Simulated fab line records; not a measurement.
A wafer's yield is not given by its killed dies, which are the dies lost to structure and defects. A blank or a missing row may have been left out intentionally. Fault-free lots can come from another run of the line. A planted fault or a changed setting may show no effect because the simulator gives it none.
Which tool was responsible? / flow gf180mcu / 13 lots with 39 wafers sampled at 6 steps, on a route of 602 steps

WHAT EACH GAUGE READ, for each wafer
GF_STI_THK_MEAS_30. Usual: STI_OXIDATION_02_THK typically reads 10.05 nm, with standard deviation 0.21.
lot=L514; measured=day 2 10:26; on=film_metro-04; STI_OXIDATION_02_THK (nm)=10.36 10.38 10.16; flag=
lot=L515; measured=day 2 15:16; on=film_metro-04; STI_OXIDATION_02_THK (nm)=10.28 10.31 10.31; flag=
lot=L516; measured=day 2 19:10; on=film_metro-03; STI_OXIDATION_02_THK (nm)=10.08 10.01 10.04; flag=
lot=L519; measured=day 3 07:41; on=film_metro-03; STI_OXIDATION_02_THK (nm)=10.31 10.16 10.36; flag=
lot=L520; measured=day 3 11:50; on=film_metro-03; STI_OXIDATION_02_THK (nm)=9.96 10.15 10.07; flag=
lot=L523; measured=day 4 05:13; on=film_metro-03; STI_OXIDATION_02_THK (nm)=10.03 10.12 10.17; flag=
lot=L524; measured=day 4 09:11; on=film_metro-04; STI_OXIDATION_02_THK (nm)=9.97 9.96 9.97; flag=
lot=L525; measured=day 4 13:05; on=film_metro-01; STI_OXIDATION_02_THK (nm)=10.23 9.73 9.92; flag=
lot=L527; measured=day 5 02:20; on=film_metro-04; STI_OXIDATION_02_THK (nm)=10.24 10.08 10.28; flag=
lot=L533; measured=day 6 07:55; on=film_metro-01; STI_OXIDATION_02_THK (nm)=9.95 10.01 9.97; flag=
lot=L535; measured=day 6 18:51; on=film_metro-04; STI_OXIDATION_02_THK (nm)=9.89 9.97 9.98; flag=
lot=L536; measured=day 6 22:55; on=film_metro-03; STI_OXIDATION_02_THK (nm)=10.33 10.19 10.32; flag=
lot=L537; measured=day 7 03:56; on=film_metro-03; STI_OXIDATION_02_THK (nm)=10.04 10.09 10.00; flag=

GF_NWELL_TW_MEAS_11. Usual: NWELL_TW typically reads 1583, with standard deviation 12.
lot=L514; measured=day 3 11:35; on=film_metro-03; NWELL_TW=1583 1576 1583; flag=
lot=L515; measured=day 3 17:47; on=film_metro-02; NWELL_TW=1585 1583 1577; flag=
lot=L516; measured=day 3 20:47; on=film_metro-03; NWELL_TW=1585 1583 1587; flag=
lot=L519; measured=day 4 09:52; on=film_metro-01; NWELL_TW=1570 1575 1573; flag=
lot=L520; measured=day 4 15:08; on=film_metro-02; NWELL_TW=1582 1582 1588; flag=
lot=L523; measured=day 5 08:44; on=film_metro-03; NWELL_TW=1583 1586 1577; flag=
lot=L524; measured=day 5 13:39; on=film_metro-03; NWELL_TW=1585 1573 1580; flag=
lot=L525; measured=day 5 18:02; on=film_metro-01; NWELL_TW=3361 3362 3358; flag=OFF
lot=L527; measured=day 6 07:05; on=film_metro-01; NWELL_TW=3338 3360 3358; flag=OFF
lot=L533; measured=day 7 14:35; on=film_metro-02; NWELL_TW=1581 1576 1572; flag=
lot=L535; measured=day 8 01:51; on=film_metro-01; NWELL_TW=1569 1576 1571; flag=
lot=L536; measured=day 8 06:29; on=film_metro-02; NWELL_TW=1601 1591 1593; flag=
lot=L537; measured=day 8 12:26; on=film_metro-02; NWELL_TW=1593 1594 1595; flag=

GF_VT_IMPLANT_OVL_MEAS_07. Usual: VT_IMPLANT_OVL typically reads 0.2 nm, with standard deviation 1.2.
lot=L514; measured=day 5 18:42; on=overlay-01; VT_IMPLANT_OVL (nm)=0.8 -0.6 0.9; flag=
lot=L515; measured=day 6 03:04; on=overlay-01; VT_IMPLANT_OVL (nm)=1.8 1.4 1.1; flag=
lot=L516; measured=day 6 04:00; on=overlay-01; VT_IMPLANT_OVL (nm)=2.5 2.4 3.5; flag=
lot=L519; measured=day 6 19:16; on=overlay-01; VT_IMPLANT_OVL (nm)=-1.8 0.1 -0.3; flag=
lot=L520; measured=day 7 02:36; on=overlay-02; VT_IMPLANT_OVL (nm)=1.4 -0.5 0.9; flag=
lot=L523; measured=day 7 21:05; on=overlay-02; VT_IMPLANT_OVL (nm)=-0.3 -0.6 -0.8; flag=
lot=L524; measured=day 8 02:30; on=overlay-02; VT_IMPLANT_OVL (nm)=2.8 2.1 1.4; flag=
lot=L525; measured=day 8 08:11; on=overlay-01; VT_IMPLANT_OVL (nm)=1.2 -1.3 -0.2; flag=
lot=L527; measured=day 8 22:28; on=overlay-01; VT_IMPLANT_OVL (nm)=0.4 1.0 0.1; flag=
lot=L533; measured=day 10 11:05; on=overlay-01; VT_IMPLANT_OVL (nm)=-1.4 0.3 -1.8; flag=
lot=L535; measured=day 10 22:58; on=overlay-01; VT_IMPLANT_OVL (nm)=0.4 1.2 1.4; flag=
lot=L536; measured=day 11 03:56; on=overlay-02; VT_IMPLANT_OVL (nm)=2.8 1.4 1.9; flag=
lot=L537; measured=day 11 10:24; on=overlay-02; VT_IMPLANT_OVL (nm)=1.1 -0.7 0.0; flag=

GF_VT_IMPLANT_RS_MEAS_47: measures by four-point-probe. Usual: NWELL_RS typically reads 488.1 ohm/sq, with standard deviation 1.4.
lot=L514; measured=day 7 17:05; on=film_metro-02; NWELL_RS (ohm/sq)=488.3 489.5 489.9; flag=
lot=L515; measured=day 8 01:32; on=film_metro-03; NWELL_RS (ohm/sq)=488.1 485.9 486.7; flag=
lot=L516; measured=day 8 03:16; on=film_metro-02; NWELL_RS (ohm/sq)=488.7 488.6 487.8; flag=
lot=L519; measured=day 8 19:54; on=film_metro-02; NWELL_RS (ohm/sq)=487.6 487.6 489.1; flag=
lot=L520; measured=day 9 03:43; on=film_metro-01; NWELL_RS (ohm/sq)=490.5 489.2 488.8; flag=
lot=L523; measured=day 10 00:10; on=film_metro-02; NWELL_RS (ohm/sq)=485.4 486.3 486.0; flag=
lot=L524; measured=day 10 05:50; on=film_metro-01; NWELL_RS (ohm/sq)=487.9 490.1 487.0; flag=
lot=L525; measured=day 10 12:04; on=film_metro-01; NWELL_RS (ohm/sq)=150.9 150.7 150.9; flag=OFF
lot=L527; measured=day 11 03:20; on=film_metro-01; NWELL_RS (ohm/sq)=150.9 151.0 150.6; flag=OFF
lot=L533; measured=day 12 20:19; on=film_metro-01; NWELL_RS (ohm/sq)=489.9 490.2 491.1; flag=
lot=L535; measured=day 13 10:05; on=film_metro-01; NWELL_RS (ohm/sq)=488.8 490.0 488.0; flag=
lot=L536; measured=day 13 15:31; on=film_metro-01; NWELL_RS (ohm/sq)=489.6 488.4 487.5; flag=
lot=L537; measured=day 13 21:43; on=film_metro-02; NWELL_RS (ohm/sq)=488.2 488.1 487.4; flag=

GF_DUAL_GATE_OVL_MEAS_11. Usual: DUAL_GATE_OVL typically reads 0.7 nm, with standard deviation 1.3.
lot=L514; measured=day 8 12:51; on=overlay-02; DUAL_GATE_OVL (nm)=1.0 1.0 2.7; flag=
lot=L515; measured=day 8 20:02; on=overlay-01; DUAL_GATE_OVL (nm)=-1.0 0.4 -0.4; flag=
lot=L516; measured=day 8 22:23; on=overlay-01; DUAL_GATE_OVL (nm)=2.4 1.6 1.1; flag=
lot=L519; measured=day 9 15:57; on=overlay-01; DUAL_GATE_OVL (nm)=1.1 -0.5 2.4; flag=
lot=L520; measured=day 9 22:17; on=overlay-02; DUAL_GATE_OVL (nm)=-0.4 -0.3 1.2; flag=
lot=L523; measured=day 10 20:26; on=overlay-02; DUAL_GATE_OVL (nm)=0.4 0.3 -0.5; flag=
lot=L524; measured=day 11 01:24; on=overlay-02; DUAL_GATE_OVL (nm)=-1.4 -1.4 -2.5; flag=
lot=L525; measured=day 11 08:56; on=overlay-02; DUAL_GATE_OVL (nm)=0.9 1.5 1.3; flag=
lot=L527; measured=day 12 00:00; on=overlay-02; DUAL_GATE_OVL (nm)=1.7 0.9 1.4; flag=
lot=L533; measured=day 13 18:32; on=overlay-02; DUAL_GATE_OVL (nm)=-1.3 0.5 0.3; flag=
lot=L535; measured=day 14 08:14; on=overlay-01; DUAL_GATE_OVL (nm)=1.7 1.9 0.6; flag=
lot=L536; measured=day 14 14:20; on=overlay-02; DUAL_GATE_OVL (nm)=-0.5 -1.9 -1.9; flag=
lot=L537; measured=day 14 20:32; on=overlay-01; DUAL_GATE_OVL (nm)=2.4 3.7 3.6; flag=

WHAT TOOL EACH LOT RAN ON (gives the tool, then ch and the chambers of the sampled wafers, and finally the start)
lot=L514; GF_NWELL_IMPLANT_08=implanter-01 ch 0, day 3 11:13
lot=L515; GF_NWELL_IMPLANT_08=implanter-01 ch 0, day 3 17:25
lot=L516; GF_NWELL_IMPLANT_08=implanter-02 ch 0, day 3 20:23
lot=L519; GF_NWELL_IMPLANT_08=implanter-02 ch 0, day 4 09:29
lot=L520; GF_NWELL_IMPLANT_08=implanter-03 ch 0, day 4 14:44
lot=L523; GF_NWELL_IMPLANT_08=implanter-03 ch 0, day 5 08:20
lot=L524; GF_NWELL_IMPLANT_08=implanter-01 ch 0, day 5 13:16
lot=L525; GF_NWELL_IMPLANT_08=implanter-03 ch 0, day 5 17:38
lot=L527; GF_NWELL_IMPLANT_08=implanter-03 ch 0, day 6 06:43
lot=L533; GF_NWELL_IMPLANT_08=implanter-01 ch 0, day 7 14:11
lot=L535; GF_NWELL_IMPLANT_08=implanter-02 ch 0, day 8 01:28
lot=L536; GF_NWELL_IMPLANT_08=implanter-02 ch 0, day 8 06:05
lot=L537; GF_NWELL_IMPLANT_08=implanter-02 ch 0, day 8 12:02
- GF_NWELL_IMPLANT_08

WHAT THE TOOLS THEMSELVES READ (means of the sampled wafers that have a number; where no wafer has one, the mark that the record gives instead)
GF_NWELL_IMPLANT_08. Usual: beam_on_s 10.00 s, standard deviation 0.2; dose_ions_cm2 1.4998e+13, standard deviation 1.4e+10; faraday_current_uA 84.6, standard deviation 1.6.
lot=L514; tool=implanter-01; beam_on_s (s)=9.91; dose_ions_cm2=1.4989e+13; faraday_current_uA=85.2; flag=
lot=L515; tool=implanter-01; beam_on_s (s)=10.15; dose_ions_cm2=1.5010e+13; faraday_current_uA=83.5; flag=
lot=L516; tool=implanter-02; beam_on_s (s)=9.97; dose_ions_cm2=1.4985e+13; faraday_current_uA=84.5; flag=
lot=L519; tool=implanter-02; beam_on_s (s)=9.94; dose_ions_cm2=1.4996e+13; faraday_current_uA=85.1; flag=
lot=L520; tool=implanter-03; beam_on_s (s)=9.82; dose_ions_cm2=1.4996e+13; faraday_current_uA=86.1; flag=
lot=L523; tool=implanter-03; beam_on_s (s)=10.21; dose_ions_cm2=1.4995e+13; faraday_current_uA=82.8; flag=
lot=L524; tool=implanter-01; beam_on_s (s)=9.72; dose_ions_cm2=1.5002e+13; faraday_current_uA=86.6; flag=
lot=L525; tool=implanter-03; beam_on_s (s)=60.86; dose_ions_cm2=1.8682e+14; faraday_current_uA=172.9; flag=OFF
lot=L527; tool=implanter-03; beam_on_s (s)=60.54; dose_ions_cm2=1.8680e+14; faraday_current_uA=173.7; flag=OFF
lot=L533; tool=implanter-01; beam_on_s (s)=10.21; dose_ions_cm2=1.4984e+13; faraday_current_uA=82.9; flag=
lot=L535; tool=implanter-02; beam_on_s (s)=9.94; dose_ions_cm2=1.5008e+13; faraday_current_uA=85.1; flag=
lot=L536; tool=implanter-02; beam_on_s (s)=9.76; dose_ions_cm2=1.4999e+13; faraday_current_uA=86.6; flag=
lot=L537; tool=implanter-02; beam_on_s (s)=10.09; dose_ions_cm2=1.5000e+13; faraday_current_uA=83.9; flag=

THE ANSWER, worked out from the rows above alone
Rule: take the mean of a lot's wafers that have a number; if it is more than 3 standard deviations from the usual mean, the lot is off. Also off: a lot with no number at a reading for which 4 or more lots have one. Where the step has rows for the other lots, those lots are counted as sound. The gauges are gone through in route order, then the tools' own readings, and for those a lot's mean is taken as printed above. The first step at which some lot is off is used, and at that step the reading that is off furthest; a lot without a number counts as furthest.
Off: L525, L527, at GF_NWELL_TW_MEAS_11 (NWELL_TW).
If a tool, at a process step before that reading, ran all the lots that are off and no sound lot after the first of them, it fits. The gauges at GF_NWELL_TW_MEAS_11 aren't tried: what is off there is off at GF_NWELL_IMPLANT_08 too, on other tools, and a gauge's error can't cause that. One fits: implanter-03 at GF_NWELL_IMPLANT_08. A fault onset in the window from L523 (day 5 08:20, its last sound lot) to L525 (day 5 17:38, its first lot off) fits.
The tool's own readings at GF_NWELL_IMPLANT_08 bear it out: on the lots that are off they differ by more than 5 times the standard deviation of the sound lots' means. beam_on_s reads 60.70 s there against 9.97 s on the sound lots; dose_ions_cm2 reads 1.8681e+14 there against 1.4997e+13 on the sound lots; faraday_current_uA reads 173.3 there against 84.8 on the sound lots.

WHAT THE SIMULATOR PUT IN
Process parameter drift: implanter-03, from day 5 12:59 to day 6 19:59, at GF_NWELL_IMPLANT_08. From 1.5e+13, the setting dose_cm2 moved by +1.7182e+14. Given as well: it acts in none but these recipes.
Struck lots among those shown: L525, L527. The rule above found the same.
